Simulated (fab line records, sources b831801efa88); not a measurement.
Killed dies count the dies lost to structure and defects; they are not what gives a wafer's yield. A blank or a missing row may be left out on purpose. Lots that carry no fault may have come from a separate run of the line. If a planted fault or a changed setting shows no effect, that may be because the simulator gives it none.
Matching of chambers | flow gf180mcu | 4 sister chambers for GF_V2_CMP_26 on cmp-01
The step polishes, stops on SiO2, t overpolish 15 s, target thk 0 nm. 4 wafers are shown with their chamber, then 12 later ones without.

## WAFERS WITH THEIR CHAMBER
wafer  | chamber | motor current A (A)
L088.4 | 2       | 10.2
L090.2 | 3       | 10.5
L090.3 | 0       | 11.8
L090.5 | 1       | 13.6

## WAFERS WITH NO CHAMBER GIVEN
wafer  | motor current A (A)
L091.4 | 13.0
L091.5 | 10.7
L091.6 | 11.0
L092.1 | 13.2
L092.3 | 11.2
L092.4 | 11.4
L093.1 | 10.9
L093.2 | 10.2
L093.4 | 13.1
L097.2 | 10.9
L097.4 | 10.3
L097.5 | 11.3

## EACH ONE'S CHAMBER
wafer  | from the rows above          | in truth
L091.4 | can't be placed: 1 or 0      | 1
L091.5 | can't be placed: 3 or 2      | 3
L091.6 | can't be placed: 3 or 0 or 2 | 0
L092.1 | 1                            | 1
L092.3 | can't be placed: 0 or 3 or 2 | 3
L092.4 | can't be placed: 0 or 3 or 2 | 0
L093.1 | can't be placed: 3 or 2 or 0 | 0
L093.2 | can't be placed: 2 or 3      | 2
L093.4 | can't be placed: 1 or 0      | 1
L097.2 | can't be placed: 3 or 2 or 0 | 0
L097.4 | can't be placed: 2 or 3      | 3
L097.5 | can't be placed: 0 or 3 or 2 | 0
1 of 12 placed correctly. These rows do not allow placing 11 (true chamber among the candidates in 11). Number placed wrongly: 0.
How it was worked out, from the rows above alone: a wafer's distance from a chamber is the root of the sum, over the readings, of the square of ((its reading less the chamber's mean) divided by the reading's scatter). The wafer belongs to the nearest chamber; if the next one is less than 2 further off, it can't be placed. Each chamber's mean is taken over the wafers shown for it. The scatter: root of mean squared gap, hidden wafer to nearest shown wafer, with one shown wafer a chamber.
